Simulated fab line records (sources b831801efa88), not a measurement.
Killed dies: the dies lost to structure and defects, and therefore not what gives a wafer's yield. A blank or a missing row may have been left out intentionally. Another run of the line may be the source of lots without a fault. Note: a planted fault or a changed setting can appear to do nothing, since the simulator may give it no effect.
Chamber matching + flow sky130 + SKY_VIA4_CMP_21 on cmp-02: 4 sister chambers
The step polishes, stops on SiO2, t overpolish 25 s, target thk 0 nm. 8 wafers are shown with their chamber, then 9 later ones without.

WAFERS PAIRED WITH THEIR CHAMBERS
| wafer  | chamber | motor current A (A) | time to endpoint s (s) |
|--------|---------|---------------------|------------------------|
| L190.5 | 0       | 8.4                 | 121                    |
| L193.3 | 3       | 10.6                | 122                    |
| L194.3 | 3       | 10.2                | 122                    |
| L194.5 | 1       | 11.0                | 125                    |
| L194.6 | 2       | 12.5                | 123                    |
| L197.1 | 0       | 8.2                 | 122                    |
| L197.4 | 2       | 12.5                | 119                    |
| L197.5 | 1       | 10.6                | 126                    |

WAFERS WHOSE CHAMBER IS MISSING
| wafer  | motor current A (A) | time to endpoint s (s) |
|--------|---------------------|------------------------|
| L200.3 | 10.3                | 129                    |
| L200.5 | 8.4                 | 132                    |
| L200.6 | 11.2                | 129                    |
| L206.1 | 10.7                | 122                    |
| L206.4 | 12.1                | 114                    |
| L206.6 | 8.2                 | 120                    |
| L207.1 | 10.1                | 116                    |
| L207.2 | 8.3                 | 119                    |
| L207.3 | 12.7                | 115                    |

WHICH CHAMBER EACH ONE RAN IN
| wafer  | from the rows above     | in truth |
|--------|-------------------------|----------|
| L200.3 | can't be placed: 1 or 3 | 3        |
| L200.5 | 0                       | 0        |
| L200.6 | 1                       | 1        |
| L206.1 | can't be placed: 3 or 1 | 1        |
| L206.4 | 2                       | 2        |
| L206.6 | 0                       | 0        |
| L207.1 | 3                       | 3        |
| L207.2 | 0                       | 0        |
| L207.3 | 2                       | 2        |
Correct placement for 7 of the 9. Unplaceable from these rows: 2, with the true chamber sitting among the candidates in 2. 0 placed wrongly.
How it was worked out, from the rows above alone: a wafer's distance from a chamber is the root of the sum, over the readings, of the square of ((its reading less the chamber's mean) divided by the reading's scatter). The wafer belongs to the nearest chamber; if the next one is less than 2 further off, it can't be placed. A chamber's mean is the mean of its shown wafers. How the scatter is found: for the shown wafers, subtract from each reading the mean of its chamber, square and add these, divide the total by (wafers less chambers), then take the root.
